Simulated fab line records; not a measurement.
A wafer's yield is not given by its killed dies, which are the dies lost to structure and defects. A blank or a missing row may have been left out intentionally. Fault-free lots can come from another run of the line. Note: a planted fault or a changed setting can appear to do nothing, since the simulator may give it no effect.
Which tool is to blame? ; flow sky130 ; 14 lots with 42 wafers sampled at 4 steps, on a route of 708 steps

## WHAT THE GAUGES READ, wafer by wafer
SKY_NWELL_THK_MEAS_02. Usual: NWELL_OXIDATION_THK gives 10.19 nm (standard deviation 0.19).
lot;measured;on;NWELL_OXIDATION_THK (nm);flag
L489;day 2 19:15;film_metro-04;10.15 10.25 10.33;
L491;day 3 04:16;film_metro-02;10.17 10.04 10.11;
L492;day 3 09:52;film_metro-02;10.25 10.08 10.38;
L493;day 3 15:02;film_metro-04;10.34 10.39 10.44;
L494;day 3 17:58;film_metro-04;10.20 10.17 10.03;
L495;day 4 00:35;film_metro-04;10.19 10.16 10.04;
L496;day 4 08:07;film_metro-01;10.27 10.13 10.14;
L498;day 4 15:37;film_metro-01;10.24 10.16 10.00;
L499;day 4 18:34;film_metro-04;10.31 10.43 10.27;
L501;day 5 09:43;film_metro-02;10.11 10.31 10.14;
L502;day 5 11:05;film_metro-04;10.39 10.51 10.41;
L507;day 6 14:01;film_metro-02;9.83 9.96 9.96;
L509;day 7 02:05;film_metro-02;10.20 10.13 10.03;
L511;day 7 14:03;film_metro-04;10.19 10.15 10.33;

SKY_VT_ADJUST_NCORE_OVL_MEAS_08. Usual: VT_ADJUST_NCORE_OVL gives -1.1 nm (standard deviation 1.5).
lot;measured;on;VT_ADJUST_NCORE_OVL (nm);flag
L489;day 8 21:49;overlay-01;-2.4 -1.6 -2.2;
L491;day 9 10:46;overlay-01;-0.1 -0.9 -0.9;
L492;day 9 17:16;overlay-02;-2.0 -2.2 -1.3;
L493;day 10 00:49;overlay-02;-0.2 -1.4 -1.1;
L494;day 10 05:46;overlay-02;-0.3 -1.1 -0.7;
L495;day 10 15:25;overlay-02;-2.1 -1.4 0.1;
L496;day 11 00:55;overlay-02;-1.2 -1.1 -1.8;
L498;day 11 09:09;overlay-02;1.2 2.2 0.4;
L499;day 11 15:55;overlay-02;-0.4 0.6 -1.1;
L501;day 12 11:25;overlay-01;-1.8 -0.2 0.4;
L502;day 12 13:30;overlay-02;-3.0 -2.7 -3.6;
L507;day 14 00:59;overlay-01;-0.8 0.6 -1.4;
L509;day 14 18:13;overlay-02;0.0 -0.6 0.4;
L511;day 15 10:22;overlay-01;0.3 -2.2 0.7;

SKY_SONOS_ONO_CD_MEAS_13: the cd target is 410 nm. Usual: cd_nm reads 409.4 nm (standard deviation 2.9).
lot;measured;on;cd_nm (nm);flag
L489;day 12 23:21;cd_sem-01;408.5 408.3 408.4;
L491;day 13 15:58;cd_sem-02;408.1 410.8 407.0;
L492;day 13 22:11;cd_sem-02;411.1 408.9 414.1;
L493;day 14 06:34;cd_sem-01;414.1 414.5 413.3;
L494;day 14 13:25;cd_sem-02;414.0 413.9 415.5;
L495;day 15 01:26;cd_sem-01;409.0 407.6 409.9;
L496;day 15 14:00;cd_sem-01;407.3 408.6 408.4;
L498;day 16 00:00;cd_sem-01;412.8 412.0 409.4;
L499;day 16 04:44;cd_sem-01;411.5 409.7 411.4;
L501;day 17 05:58;cd_sem-02;410.0 408.5 405.8;
L502;day 17 06:38;cd_sem-01;406.3 405.2 405.4;
L507;day 19 22:03;cd_sem-01;407.6 405.3 406.9;
L509;day 19 23:25;cd_sem-02;411.3 409.3 411.4;
L511;day 20 13:01;cd_sem-02;406.0 402.6 408.6;

## WHAT TOOL EACH LOT RAN ON (gives the tool, then ch and the chambers of the sampled wafers, and finally the start)
lot;SKY_NWELL_IMPLANT_24
L489;implanter-04 ch 0, day 5 14:42
L491;implanter-02 ch 0, day 6 01:09
L492;implanter-03 ch 0, day 6 07:35
L493;implanter-02 ch 0, day 6 13:37
L494;implanter-03 ch 0, day 6 16:48
L495;implanter-02 ch 0, day 7 01:21
L496;implanter-02 ch 0, day 7 11:43
L498;implanter-02 ch 0, day 7 19:34
L499;implanter-04 ch 0, day 7 23:14
L501;implanter-02 ch 0, day 8 16:26
L502;implanter-02 ch 0, day 8 18:05
L507;implanter-03 ch 0, day 10 00:40
L509;implanter-03 ch 0, day 10 14:29
L511;implanter-03 ch 0, day 11 04:00
- SKY_NWELL_IMPLANT_24

## WHAT THE TOOLS THEMSELVES READ (means of the sampled wafers that have a number; where no wafer has one, the mark that the record gives instead)
SKY_NWELL_IMPLANT_24. Usual: dose_ions_cm2 9.2e+12, standard deviation 9.5e+09; faraday_current_uA 51.9, standard deviation 1.1.
lot;tool;dose_ions_cm2;faraday_current_uA;flag
L489;implanter-04;9.2e+12;52.8;
L491;implanter-02;9.2e+12;51.0;
L492;implanter-03;9.2e+12;51.3;
L493;implanter-02;9.2e+12;52.4;
L494;implanter-03;9.2e+12;52.3;
L495;implanter-02;9.2e+12;51.4;
L496;implanter-02;9.2e+12;52.4;
L498;implanter-02;9.2e+12;53.2;
L499;implanter-04;9.2e+12;52.2;
L501;implanter-02;9.9e+12;55.8;OFF
L502;implanter-02;9.9e+12;55.8;OFF
L507;implanter-03;9.2e+12;51.9;
L509;implanter-03;9.2e+12;52.7;
L511;implanter-03;9.2e+12;51.7;

## THE ANSWER, worked out from the rows above alone
Rule: lot off if the mean of its wafers having a number is beyond 3 standard deviations from the usual mean. Also off: a lot with no number at a reading for which 4 or more lots have one. The other lots that the step has rows for count as sound. After the gauges, taken in route order, come the tools' own readings; for these a lot's mean is taken, as printed above. The first step at which some lot is off is used, and at that step the reading that is off furthest; a lot without a number counts as furthest.
Off: L501, L502 (SKY_NWELL_IMPLANT_24, dose_ions_cm2).
A tool fits if, at that step or a process step before it, it ran every lot that is off, and no sound lot after the first of them. One fits: SKY_NWELL_IMPLANT_24 on implanter-02. Its last sound lot is L498 (day 7 19:34), its first lot that is off L501 (day 8 16:26): a fault that began between those two fits.
The tool's own readings at SKY_NWELL_IMPLANT_24 bear it out: on the lots that are off they differ by more than 5 times the standard deviation of the sound lots' means. dose_ions_cm2 reads 9.9e+12 there against 9.2e+12 on the sound lots; faraday_current_uA reads 55.8 there against 52.1 on the sound lots.

## WHAT THE SIMULATOR PUT IN
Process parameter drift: implanter-02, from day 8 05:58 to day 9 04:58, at SKY_NWELL_IMPLANT_24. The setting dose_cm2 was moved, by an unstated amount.
Struck lots among those shown: L501, L502. The same result came from the rule above.
